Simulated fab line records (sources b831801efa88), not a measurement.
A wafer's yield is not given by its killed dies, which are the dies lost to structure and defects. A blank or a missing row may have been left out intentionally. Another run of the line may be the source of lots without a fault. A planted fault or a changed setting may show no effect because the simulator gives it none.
fab line records -- flow sky130
record lots=11, wafers=33, last_day=50
route steps=708 shown METAL2@488 VIA2@523 PAD_OPEN@708
lots that met no fault: from a run of the same line without faults
start_h: hours from the record's first day to the start of the lot's first wafer shown -- wait_h: hours since the lot's step before -- " repeats the value in the row above -- L1.1+2: a row that stands for several wafers -- - no value, or no start was given -- * or withheld: withheld -- < > ~ a bound
route shown NAME@n: names a module that has steps shown in the file, with the first one's number in the route -- usual: mean/standard deviation of fault-free wafers -- same: alike in all rows -- chamber/n: place in a boat -- sites: the reading at each site -- _std_site: standard deviation across them -- _edge_site: inner sites' mean taken away from outer sites' mean -- radius_mm: how far each site lies from the wafer's centre -- mask NAME#n: copy n -- behind: the tool/chamber that last shaped the wafer -- hold: cause of the lot's hold/its duration in hours/its outcome -- device: transistor that didn't switch, given as n, p or np -- end of line: the same wafers' tests at the end of the route -- a step given without rows: its recipe and nothing more -- killed: count of dies lost to structure and defects at first sort (not the wafer's yield) -- map: the dies of a wafer, with x for killed, . for not killed, _ for no die there
set.NAME: the setting as run; set.NAME@STEP: as run at that earlier step -- model.NAME: the simulator's own value behind a step, which no gauge read
steps of the route over a sample of lots; a table a step, a row a wafer
services: a tool's chamber out of use, with start hour (start_h, from the record's first day; less than 0 if before it), hours out, and reason
## steps
# step SKY_METAL2_RS_MEAS_05
# recipe thk_meas_gauge=four-point-probe, reads=TiN_of_METAL2_SPUTTER_04+Ti_of_METAL2_SPUTTER_03+AlCu_of_METAL2_SPUTTER_02+TiN_of_METAL2_SPUTTER_01+Ti_of_METAL2_SPUTTER_00
# usual METAL2_ALCU_RS=0.1269/0.0014
lot.wafer,tool,chamber,start_h,wait_h,METAL2_ALCU_RS[ohm/sq]
L156.1,film_metro-02,-,795.88,0.0,0.1261
L156.4,film_metro-02,-,795.88,0.0,0.1285
L156.5,film_metro-02,-,795.88,0.0,0.1282
L157.1,film_metro-03,-,823.07,0.0,0.1269
L157.4,film_metro-03,-,823.07,0.0,0.1279
L157.6,film_metro-03,-,823.07,0.0,0.1282
L160.1,film_metro-02,-,839.57,0.0,0.1262
L160.2,film_metro-02,-,839.57,0.0,0.1273
L160.6,film_metro-02,-,839.57,0.0,0.1275
L162.2,film_metro-02,-,853.50,0.0,0.1264
L162.3,film_metro-02,-,853.50,0.0,0.1256
L162.5,film_metro-02,-,853.50,0.0,0.1266
L163.1,film_metro-03,-,857.34,0.0,0.1261
L163.4,film_metro-03,-,857.34,0.0,0.1243
L163.5,film_metro-03,-,857.34,0.0,0.1245
L164.4,film_metro-02,-,863.64,0.1,0.1314
L164.5,film_metro-02,-,863.64,0.1,0.1275
L164.6,film_metro-02,-,863.64,0.1,0.1296
L168.2,film_metro-02,-,889.99,0.0,0.1271
L168.4,film_metro-02,-,889.99,0.0,0.1252
L168.5,film_metro-02,-,889.99,0.0,0.1251
L172.1,film_metro-02,-,898.91,0.0,0.1267
L172.5,film_metro-02,-,898.91,0.0,0.1271
L172.6,film_metro-02,-,898.91,0.0,0.1252
L175.2,film_metro-03,-,943.69,0.0,0.1295
L175.5,film_metro-03,-,943.69,0.0,0.1299
L175.6,film_metro-03,-,943.69,0.0,0.1301
L177.3,film_metro-02,-,946.73,0.1,0.1261
L177.5,film_metro-02,-,946.73,0.1,0.1254
L177.6,film_metro-02,-,946.73,0.1,0.1250
L178.1,film_metro-03,-,947.97,0.0,0.1264
L178.3,film_metro-03,-,947.97,0.0,0.1285
L178.5,film_metro-03,-,947.97,0.0,0.1266
# step SKY_METAL2_STRIP_20
# recipe chemistry=O2/N2, power_w=1400, pressure_mtorr=1500, platen_temp_c=withheld, o2_flow_sccm=3000, n2_flow_sccm=300, overash_fraction=0.5
# usual drypump_motor_current_A=5.7/0.6, n2_flow_sccm=299.9/0.81, o2_flow_sccm=3002/9, oes_product_au=0.343/0.0051, strip_time_to_endpoint_s=2.69/0.075
lot.wafer,tool,chamber,start_h,wait_h,drypump_motor_current_A,n2_flow_sccm,o2_flow_sccm,oes_product_au,rf_hours_counter_h,strip_time_to_endpoint_s
L156.1,plasma_asher-01,1,822.26,0.1,5.3,300.6,2987,0.337,74,2.61
L156.4,plasma_asher-01,1,822.26,0.1,5.3,301.8,2999,0.335,-,2.64
L156.5,plasma_asher-01,0,822.26,0.1,6.0,299.0,3010,0.338,-,2.63
L157.1,plasma_asher-02,1,848.74,0.1,5.7,300.4,3011,0.338,42,2.67
L157.4,plasma_asher-02,1,848.74,0.1,5.7,301.5,3001,0.337,-,2.69
L157.6,plasma_asher-02,0,848.74,0.1,5.6,299.1,2994,0.344,-,2.68
L160.1,plasma_asher-02,1,865.59,0.1,5.7,299.6,2998,0.347,44,2.81
L160.2,plasma_asher-02,0,865.59,0.1,5.7,299.1,2998,0.342,44,2.59
L160.6,plasma_asher-02,0,865.59,0.1,5.6,300.3,2997,0.351,-,2.79
L162.2,plasma_asher-02,1,880.01,0.1,5.7,299.4,2996,0.347,45,2.69
L162.3,plasma_asher-02,1,880.01,0.1,5.7,299.5,2991,0.344,-,2.67
L162.5,plasma_asher-02,1,880.01,0.1,5.7,299.6,2996,0.336,-,2.66
L163.1,plasma_asher-02,0,883.70,0.1,5.7,298.7,2994,0.341,45,2.77
L163.4,plasma_asher-02,1,883.70,0.1,5.7,299.0,2994,0.345,-,2.72
L163.5,plasma_asher-02,0,883.70,0.1,5.6,297.6,2995,0.348,-,2.74
L164.4,plasma_asher-02,0,890.63,0.1,5.7,298.7,3002,0.344,-,2.70
L164.5,plasma_asher-02,0,890.63,0.1,5.7,299.4,2999,0.346,-,2.70
L164.6,plasma_asher-02,1,890.63,0.1,5.7,300.9,3018,0.347,-,2.70
L168.2,plasma_asher-04,1,914.94,0.1,5.0,299.6,3004,0.337,104,2.59
L168.4,plasma_asher-04,1,914.94,0.1,5.0,299.3,2995,0.343,-,2.58
L168.5,plasma_asher-04,0,914.94,0.1,6.7,299.4,3007,0.352,-,2.80
L172.1,plasma_asher-01,0,923.49,0.1,6.0,299.8,2996,0.340,84,2.59
L172.5,plasma_asher-01,1,923.49,0.1,5.4,299.6,2989,0.338,-,2.60
L172.6,plasma_asher-01,0,923.49,0.1,6.0,300.7,3008,0.348,-,2.81
L175.2,plasma_asher-02,0,968.17,0.1,5.6,299.7,2986,0.338,54,2.64
L175.5,plasma_asher-02,0,968.17,0.1,5.7,299.1,3004,0.340,-,2.65
L175.6,plasma_asher-02,1,968.17,0.1,5.7,298.3,2981,0.339,-,2.59
L177.3,plasma_asher-01,1,971.73,0.1,5.3,299.2,3004,0.343,-,2.70
L177.5,plasma_asher-01,0,971.73,0.1,6.0,299.0,3003,0.347,-,2.72
L177.6,plasma_asher-01,1,971.73,0.1,5.3,300.1,2996,0.341,-,2.73
L178.1,plasma_asher-04,1,972.72,0.1,5.0,301.3,2998,0.337,111,2.60
L178.3,plasma_asher-04,1,972.72,0.1,5.0,300.8,3007,0.338,-,2.61
L178.5,plasma_asher-04,1,972.72,0.1,5.0,300.9,2999,0.345,-,2.84
# step SKY_VIA2_STRIP_16
# recipe chemistry=O2/N2, power_w=1400, pressure_mtorr=1500, platen_temp_c=withheld, o2_flow_sccm=3000, n2_flow_sccm=300, overash_fraction=0.5
# usual drypump_motor_current_A=5.79/0.24, n2_flow_sccm=300.1/0.92, o2_flow_sccm=3000/9, oes_product_au=0.399/0.0048, strip_time_to_endpoint_s=4.07/0.034
lot.wafer,tool,chamber,start_h,wait_h,drypump_motor_current_A,n2_flow_sccm,o2_flow_sccm,oes_product_au,rf_hours_counter_h,strip_time_to_endpoint_s
L156.1,plasma_asher-01,1,849.33,0.0,5.36,298.9,3014,0.400,77,4.04
L156.4,plasma_asher-01,0,849.33,0.0,6.00,299.2,2996,0.398,-,4.06
L156.5,plasma_asher-01,0,849.33,0.0,5.98,300.5,3008,0.392,-,4.00
L157.1,plasma_asher-02,1,875.93,0.0,5.68,300.8,3004,0.399,45,4.10
L157.4,plasma_asher-02,1,875.93,0.0,5.68,300.7,2987,0.401,-,4.10
L157.6,plasma_asher-02,1,875.93,0.0,5.68,301.8,2998,0.398,-,4.07
L160.1,plasma_asher-03,1,892.93,0.0,5.78,300.1,3018,0.397,13,4.08
L160.2,plasma_asher-03,0,892.93,0.0,6.17,301.6,2990,0.398,13,4.08
L160.6,plasma_asher-03,0,892.93,0.0,6.16,301.9,2984,0.395,-,4.09
L162.2,plasma_asher-03,0,907.18,0.0,6.12,300.4,3003,0.398,15,4.09
L162.3,plasma_asher-03,1,907.18,0.0,5.76,300.1,2982,0.404,-,4.10
L162.5,plasma_asher-03,0,907.18,0.0,6.14,300.3,3009,0.403,-,4.10
L163.1,plasma_asher-01,1,910.88,0.0,5.36,298.9,2995,0.402,83,4.08
L163.4,plasma_asher-01,1,910.88,0.0,5.35,299.8,3001,0.411,-,4.12
L163.5,plasma_asher-01,0,910.88,0.0,5.97,299.1,2996,0.398,-,4.03
L164.4,plasma_asher-03,1,917.41,0.1,5.78,298.3,3008,0.400,-,4.09
L164.5,plasma_asher-03,0,917.41,0.1,6.15,299.2,2995,0.405,-,4.10
L164.6,plasma_asher-03,1,917.41,0.1,5.76,300.1,3002,0.399,-,4.09
L168.2,plasma_asher-02,0,939.98,0.0,5.66,300.8,2994,0.392,51,4.04
L168.4,plasma_asher-02,1,939.98,0.0,5.68,300.8,2998,0.403,-,4.03
L168.5,plasma_asher-02,1,939.98,0.0,5.67,299.4,3013,0.398,-,4.04
L172.1,plasma_asher-03,1,948.88,0.0,5.78,300.1,2997,0.398,19,4.00
L172.5,plasma_asher-03,1,948.88,0.0,5.77,299.1,3019,0.395,-,4.06
L172.6,plasma_asher-03,0,948.88,0.0,6.16,301.0,2997,0.401,-,4.08
L175.2,plasma_asher-03,0,993.38,0.0,6.15,298.8,3006,0.397,23,4.11
L175.5,plasma_asher-03,1,993.38,0.0,5.78,300.9,2984,0.391,-,4.08
L175.6,plasma_asher-03,0,993.38,0.0,6.14,300.6,3003,0.396,-,4.03
L177.3,plasma_asher-02,1,997.41,0.1,5.64,300.6,3000,0.393,-,4.05
L177.5,plasma_asher-02,1,997.41,0.1,5.66,299.9,2979,0.398,-,4.03
L177.6,plasma_asher-02,0,997.41,0.1,5.61,302.2,3003,0.396,-,4.04
L178.1,plasma_asher-03,0,998.23,0.0,6.12,301.0,3004,0.401,24,4.07
L178.3,plasma_asher-03,0,998.23,0.0,6.14,301.5,3000,0.404,-,4.08
L178.5,plasma_asher-03,0,998.23,0.0,6.16,301.1,3015,0.398,-,4.02
# step SKY_VIA2_THK_MEAS_23
# recipe thk_meas_gauge=xrf, reads=W_of_VIA2_CVD_21
# usual VIA2_W_THK=416/8.6
lot.wafer,tool,chamber,start_h,wait_h,VIA2_W_THK[nm]
L156.1,film_metro-01,-,850.24,0.1,410
L156.4,film_metro-01,-,850.24,0.1,408
L156.5,film_metro-01,-,850.24,0.1,409
L157.1,film_metro-04,-,876.83,0.1,410
L157.4,film_metro-04,-,876.83,0.1,408
L157.6,film_metro-04,-,876.83,0.1,407
L160.1,film_metro-01,-,893.89,0.1,403
L160.2,film_metro-01,-,893.89,0.1,406
L160.6,film_metro-01,-,893.89,0.1,400
L162.2,film_metro-01,-,908.09,0.1,418
L162.3,film_metro-01,-,908.09,0.1,419
L162.5,film_metro-01,-,908.09,0.1,424
L163.1,film_metro-01,-,911.78,0.1,418
L163.4,film_metro-01,-,911.78,0.1,416
L163.5,film_metro-01,-,911.78,0.1,411
L164.4,film_metro-01,-,918.31,0.1,412
L164.5,film_metro-01,-,918.31,0.1,420
L164.6,film_metro-01,-,918.31,0.1,414
L168.2,film_metro-02,-,940.95,0.1,415
L168.4,film_metro-02,-,940.95,0.1,423
L168.5,film_metro-02,-,940.95,0.1,416
L172.1,film_metro-04,-,949.79,0.1,415
L172.5,film_metro-04,-,949.79,0.1,414
L172.6,film_metro-04,-,949.79,0.1,405
L175.2,film_metro-02,-,994.33,0.1,404
L175.5,film_metro-02,-,994.33,0.1,409
L175.6,film_metro-02,-,994.33,0.1,411
L177.3,film_metro-01,-,998.30,0.1,411
L177.5,film_metro-01,-,998.30,0.1,411
L177.6,film_metro-01,-,998.30,0.1,411
L178.1,film_metro-02,-,999.14,0.1,426
L178.3,film_metro-02,-,999.14,0.1,416
L178.5,film_metro-02,-,999.14,0.1,418
# step SKY_PAD_OPEN_PROBE_99
# usual defect_limited_yield=82.2/1.8, killed_at_M0_to_M3=42/6.1, killed_at_M4_up=3.3/1.7, killed_at_contacts=25/5.4, killed_at_front_end=16/4.6, killed_at_other=0.4/0.55, killed_dies=87/8.8, killed_on_rim=18/3.6, killed_open=47/7.1, killed_short=40/5.8, sort_bin_3_pad_short=0.9/0.45, sort_bin_5_function=10.7/1.4, sort_bin_6_memory=6.2/1.2, sort_bin_8_speed=0.00/0.017, sort_n_pass=405/8.8, sort_yield_pct=82.2/1.8
# same gross_dies=492, killed_at_back_side=0, sort_bin_4_leakage[%]=0
lot.wafer,tool,chamber,start_h,wait_h,defect_limited_yield[%],killed_at_M0_to_M3,killed_at_M4_up,killed_at_contacts,killed_at_front_end,killed_at_other,killed_dies,killed_on_rim,killed_open,killed_short,sort_bin_3_pad_short[%],sort_bin_5_function[%],sort_bin_6_memory[%],sort_bin_8_speed[%],sort_n_pass,sort_yield_pct[%]
L156.1,prober-02,-,1073.11,0.1,78.5,48,7,29,22,0,106,23,54,52,2.0,10.4,9.1,0,386,78.5
L156.4,prober-02,-,1073.26,0.2,81.3,45,5,29,13,0,92,25,49,43,1.4,10.0,7.3,0,400,81.3
L156.5,prober-02,-,1073.31,0.2,80.5,46,5,29,15,1,96,18,50,46,1.8,10.8,6.9,0,396,80.5
L160.1,prober-02,-,1112.18,0.1,79.7,47,4,30,19,0,100,20,49,51,0.6,12.8,6.9,0,392,79.7
L160.2,prober-02,-,1112.23,0.1,82.9,44,2,27,11,0,84,19,50,33,1.2,10.8,5.1,0,408,82.9
L160.6,prober-02,-,1112.43,0.2,83.7,32,3,27,17,1,80,12,39,41,0.4,10.8,5.1,0,412,83.7
L162.2,prober-02,-,1121.53,0.1,76.6,63,5,29,17,1,115,27,44,37,3.3,13.8,6.3,0,377,76.6
L162.3,prober-02,-,1121.58,0.2,74.2,82,5,23,16,1,127,29,51,42,3.3,15.7,6.9,0,365,74.2
L162.5,prober-02,-,1121.68,0.2,74.8,78,3,30,12,1,124,33,56,38,3.7,15.2,6.3,0,368,74.8
L163.1,prober-02,-,1122.43,0.1,81.9,50,2,26,10,1,89,18,54,34,1.6,10.6,5.9,0,403,81.9
L163.4,prober-02,-,1122.58,0.2,76.6,75,4,26,8,2,115,31,43,38,3.3,12.8,7.3,0,377,76.6
L163.5,prober-02,-,1122.63,0.2,83.3,47,2,23,10,0,82,18,36,46,0.6,8.7,7.3,0,410,83.3
L164.4,prober-02,-,1130.02,0.2,81.5,39,1,32,18,1,91,17,52,37,0.4,12.6,5.5,0,401,81.5
L164.5,prober-02,-,1130.07,0.2,82.7,38,3,29,15,0,85,15,48,35,0.8,10.8,5.7,0,407,82.7
L164.6,prober-02,-,1130.12,0.2,76.0,69,5,24,20,0,118,29,48,36,3.0,13.6,7.3,0,374,76.0
L168.2,prober-01,-,1142.34,0.1,81.5,43,3,27,17,1,91,15,50,41,0.6,12.4,5.5,0,401,81.5
L168.4,prober-01,-,1142.44,0.2,84.6,36,3,23,13,1,76,17,38,38,0.8,9.6,5.1,0,416,84.6
L168.5,prober-01,-,1142.49,0.2,82.7,37,3,28,17,0,85,16,43,42,0.2,11.2,5.9,0,407,82.7
L172.1,prober-02,-,1155.68,0.1,83.7,37,2,30,10,1,80,18,41,39,1.2,10.0,5.1,0,412,83.7
L175.2,prober-02,-,1186.92,0.1,79.1,51,1,30,21,0,103,24,58,45,0.8,10.6,9.6,0,389,79.1
L175.5,prober-02,-,1187.07,0.2,81.9,37,2,38,12,0,89,17,45,44,1.4,12.2,4.5,0,403,81.9
L175.6,prober-02,-,1187.12,0.2,84.8,38,6,23,8,0,75,10,40,35,0.2,10.0,5.1,0,417,84.8
L178.1,prober-01,-,1191.45,0.1,85.8,30,4,21,14,1,70,14,30,40,0.8,8.7,4.7,0,422,85.8
L178.3,prober-01,-,1191.55,0.2,82.9,33,2,31,18,0,84,21,47,37,0,7.9,9.1,0,408,82.9
L178.5,prober-01,-,1191.65,0.2,85.6,40,2,17,12,0,71,14,40,30,0.2,9.6,4.7,0,421,85.6
# killed by level:class
L156.1 VIA1:geometric_particle:open=14 CONTACT:geometric_particle:short=8 CONTACT:geometric_particle:open=8 POLY_GATE:geometric_particle:open=7 LI_CONTACT:geometric_particle:open=7 VIA2:geometric_particle:open=6 POLY_GATE:geometric_particle:short=5 VIA1:geometric_particle:short=5
L156.4 CONTACT:geometric_particle:open=11 VIA1:geometric_particle:open=9 VIA3:geometric_particle:open=8 FIELD_ISO:geometric_particle:open=6 METAL3:geometric_particle:short=6 LI_CONTACT:geometric_particle:open=5 LOCAL_INTERCONNECT:geometric_particle:short=5 VIA1:geometric_particle:short=5
L156.5 LI_CONTACT:geometric_particle:open=8 CONTACT:geometric_particle:open=8 VIA1:geometric_particle:open=8 VIA3:geometric_particle:open=7 VIA1:geometric_particle:short=7 VIA2:geometric_particle:open=7 LOCAL_INTERCONNECT:geometric_particle:short=6 POLY_GATE:geometric_particle:short=5
L160.1 VIA1:geometric_particle:short=10 LI_CONTACT:geometric_particle:open=9 VIA1:geometric_particle:open=9 CONTACT:geometric_particle:short=6 LOCAL_INTERCONNECT:geometric_particle:short=5 VIA2:geometric_particle:open=5 FIELD_ISO:geometric_particle:short=4 POLY_GATE:geometric_particle:open=4
L160.2 VIA1:geometric_particle:open=19 LI_CONTACT:geometric_particle:open=7 CONTACT:geometric_particle:short=7 CONTACT:geometric_particle:open=5 METAL3:geometric_particle:short=5 METAL1:geometric_particle:short=4 VIA2:geometric_particle:open=4 FIELD_ISO:geometric_particle:open=3
L160.6 VIA1:geometric_particle:open=9 LOCAL_INTERCONNECT:geometric_particle:short=7 CONTACT:geometric_particle:open=7 FIELD_ISO:geometric_particle:open=6 FIELD_ISO:geometric_particle:short=5 LI_CONTACT:geometric_particle:short=5 CONTACT:geometric_particle:short=5 VIA2:geometric_particle:open=5
L162.2 METAL2:unspecified=34 VIA2:geometric_particle:open=9 LI_CONTACT:geometric_particle:open=8 LOCAL_INTERCONNECT:geometric_particle:short=8 POLY_GATE:geometric_particle:short=6 CONTACT:geometric_particle:short=6 VIA1:geometric_particle:open=5 VIA3:geometric_particle:open=5
L162.3 METAL2:unspecified=34 CONTACT:geometric_particle:open=11 VIA2:geometric_particle:open=11 LI_CONTACT:geometric_particle:open=7 VIA1:geometric_particle:open=7 FIELD_ISO:geometric_particle:open=6 VIA1:geometric_particle:short=6 VIA3:geometric_particle:short=6
L162.5 METAL2:unspecified=30 CONTACT:geometric_particle:open=13 VIA2:geometric_particle:open=11 VIA1:geometric_particle:open=9 LI_CONTACT:geometric_particle:open=8 METAL2:geometric_particle:short=7 LOCAL_INTERCONNECT:geometric_particle:short=6 VIA1:geometric_particle:short=6
L163.1 VIA2:geometric_particle:open=11 CONTACT:geometric_particle:open=9 VIA1:geometric_particle:open=9 VIA3:geometric_particle:open=8 LI_CONTACT:geometric_particle:open=7 METAL2:geometric_particle:short=7 VIA1:geometric_particle:short=5 CONTACT:geometric_particle:short=4
L163.4 METAL2:unspecified=33 LOCAL_INTERCONNECT:geometric_particle:short=8 VIA3:geometric_particle:open=8 LI_CONTACT:geometric_particle:open=7 VIA1:geometric_particle:open=6 CONTACT:geometric_particle:open=6 VIA3:geometric_particle:short=6 METAL1:geometric_particle:short=5
L163.5 VIA2:geometric_particle:open=9 VIA3:geometric_particle:open=8 CONTACT:geometric_particle:open=7 LOCAL_INTERCONNECT:geometric_particle:short=5 METAL1:geometric_particle:short=5 METAL2:geometric_particle:short=5 VIA3:geometric_particle:short=5 POLY_GATE:geometric_particle:short=4
L164.4 CONTACT:geometric_particle:open=12 VIA1:geometric_particle:open=10 VIA3:geometric_particle:open=9 LI_CONTACT:geometric_particle:open=6 CONTACT:geometric_particle:short=6 METAL1:geometric_particle:short=6 POLY_GATE:geometric_particle:open=5 LI_CONTACT:geometric_particle:short=4
L164.5 CONTACT:geometric_particle:open=11 LI_CONTACT:geometric_particle:open=9 VIA2:geometric_particle:open=7 LI_CONTACT:geometric_particle:short=6 VIA1:geometric_particle:open=5 VIA1:geometric_particle:short=4 METAL2:geometric_particle:short=4 VIA2:geometric_particle:short=4
L164.6 METAL2:unspecified=32 VIA1:geometric_particle:open=8 LI_CONTACT:geometric_particle:open=8 CONTACT:geometric_particle:open=6 VIA3:geometric_particle:open=5 SPACER:geometric_particle:open=4 CONTACT:geometric_particle:short=4 METAL2:geometric_particle:short=4
L168.2 VIA1:geometric_particle:open=12 VIA3:geometric_particle:open=10 LI_CONTACT:geometric_particle:open=7 POLY_GATE:geometric_particle:short=6 LOCAL_INTERCONNECT:geometric_particle:short=6 CONTACT:geometric_particle:open=6 VIA2:geometric_particle:open=5 FIELD_ISO:geometric_particle:short=4
L168.4 CONTACT:geometric_particle:short=8 VIA1:geometric_particle:open=8 LI_CONTACT:geometric_particle:open=8 METAL1:geometric_particle:short=8 FIELD_ISO:geometric_particle:short=4 CONTACT:geometric_particle:open=4 VIA2:geometric_particle:open=4 VIA3:geometric_particle:open=3
L168.5 VIA1:geometric_particle:open=9 CONTACT:geometric_particle:open=9 LI_CONTACT:geometric_particle:short=6 FIELD_ISO:geometric_particle:short=5 CONTACT:geometric_particle:short=5 VIA2:geometric_particle:open=5 VIA3:geometric_particle:open=5 LI_CONTACT:geometric_particle:open=4
L172.1 CONTACT:geometric_particle:open=13 LI_CONTACT:geometric_particle:open=8 VIA1:geometric_particle:open=7 METAL1:geometric_particle:short=6 VIA1:geometric_particle:short=6 VIA2:geometric_particle:open=6 CONTACT:geometric_particle:short=4 METAL3:geometric_particle:short=4
L175.2 VIA1:geometric_particle:open=16 CONTACT:geometric_particle:open=11 CONTACT:geometric_particle:short=9 FIELD_ISO:geometric_particle:short=7 VIA3:geometric_particle:open=7 VIA1:geometric_particle:short=6 VIA2:geometric_particle:open=6 LI_CONTACT:geometric_particle:open=5
L175.5 CONTACT:geometric_particle:open=13 LI_CONTACT:geometric_particle:open=10 LOCAL_INTERCONNECT:geometric_particle:short=7 VIA3:geometric_particle:open=7 FIELD_ISO:geometric_particle:short=5 METAL1:geometric_particle:short=5 VIA1:geometric_particle:open=5 VIA1:geometric_particle:short=4
L175.6 VIA1:geometric_particle:open=12 LI_CONTACT:geometric_particle:open=10 VIA3:geometric_particle:open=6 METAL1:geometric_particle:short=5 METAL4:geometric_particle:short=5 CONTACT:geometric_particle:open=4 FIELD_ISO:geometric_particle:short=4 LI_CONTACT:geometric_particle:short=3
L178.1 METAL1:geometric_particle:short=6 CONTACT:geometric_particle:open=6 FIELD_ISO:geometric_particle:short=5 VIA3:geometric_particle:open=5 POLY_GATE:geometric_particle:short=4 LI_CONTACT:geometric_particle:short=4 LOCAL_INTERCONNECT:geometric_particle:short=4 VIA1:geometric_particle:open=4
L178.3 CONTACT:geometric_particle:open=11 LI_CONTACT:geometric_particle:open=10 FIELD_ISO:geometric_particle:open=9 METAL1:geometric_particle:short=7 VIA1:geometric_particle:open=5 VIA3:geometric_particle:open=5 CONTACT:geometric_particle:short=5 FIELD_ISO:geometric_particle:short=4
L178.5 VIA1:geometric_particle:open=9 CONTACT:geometric_particle:open=7 VIA2:geometric_particle:open=6 LI_CONTACT:geometric_particle:open=5 METAL2:geometric_particle:short=5 VIA3:geometric_particle:open=5 VIA1:geometric_particle:short=4 POLY_GATE:geometric_particle:short=4
## services
tool,chamber,start_h,hours,kind
plasma_asher-03,-,813.58,10.0,pm
plasma_asher-01,-,867.36,0.5,repair
plasma_asher-01,-,887.87,1.1,repair
plasma_asher-03,-,925.20,2.8,pm
plasma_asher-01,-,955.61,2.8,pm
plasma_asher-01,-,958.36,11.7,pm
plasma_asher-01,-,994.81,1.4,repair
## key
first_sign step=SKY_PAD_OPEN_PROBE_99, reading=sort_bin_3_pad_short, direction=up, sigmas=5.4, usual=0.9, struck=3.3
effect step=SKY_PAD_OPEN_PROBE_99, reading=killed_at_M0_to_M3, direction=up, sigmas=5.1, usual=42, struck=73
met_at SKY_METAL2_STRIP_20
struck_lots L162,L163,L164
struck_wafers L162.2,L162.3,L162.5,L163.4,L164.6
not_acting_at SKY_METAL2_RS_MEAS_05,SKY_VIA2_STRIP_16,SKY_VIA2_THK_MEAS_23
onset_between 865.59 880.01
fault kind=chamber_particle_source, tool=plasma_asher-02, chamber=1, onset_h=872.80, steps=SKY_METAL2_STRIP_20, rate_per_visit_cm2=1.9398, end_h=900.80
